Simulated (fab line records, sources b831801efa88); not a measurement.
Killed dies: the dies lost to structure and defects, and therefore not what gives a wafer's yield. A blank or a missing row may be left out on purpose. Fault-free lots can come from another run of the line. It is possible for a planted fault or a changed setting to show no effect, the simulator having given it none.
Matching of chambers | flow sky130 | cmp-02 running SKY_LI_CONTACT_CMP_02: 4 sister chambers
The step polishes PSG. 4 wafers are shown with their chamber, then 8 later ones without.

WAFERS WITH THEIR CHAMBER
wafer  | chamber | motor-current-A (A)
L778.1 | 3       | 11.0
L778.3 | 2       | 10.6
L778.5 | 0       | 11.9
L780.2 | 1       | 12.8

WAFERS WITH NO CHAMBER GIVEN
wafer  | motor-current-A (A)
L780.3 | 11.3
L780.5 | 12.9
L783.1 | 12.7
L783.4 | 10.9
L783.5 | 11.4
L784.2 | 10.8
L784.4 | 12.6
L784.5 | 11.5

EACH ONE'S CHAMBER
wafer  | from the rows above          | in truth
L780.3 | can't be placed: 3 or 0 or 2 | 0
L780.5 | 1                            | 1
L783.1 | 1                            | 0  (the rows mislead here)
L783.4 | can't be placed: 3 or 2      | 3
L783.5 | can't be placed: 3 or 0 or 2 | 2
L784.2 | can't be placed: 3 or 2      | 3
L784.4 | can't be placed: 1 or 0      | 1
L784.5 | can't be placed: 0 or 3 or 2 | 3
Correctly placed: 1 of 8. Cannot be placed on the basis of these rows: 6; the candidates contain the true chamber in 6. Number placed wrongly: 1.
How it was worked out, from the rows above alone: a wafer's distance from a chamber is the root of the sum, over the readings, of the square of ((its reading less the chamber's mean) divided by the reading's scatter). If the next closest chamber is less than 2 further off than the closest, the wafer can't be placed; otherwise it belongs to the closest. A chamber's mean is the mean of its shown wafers. The scatter (one wafer shown for each chamber): square how far every hidden wafer sits from the nearest shown wafer, average those squares and take the square root.
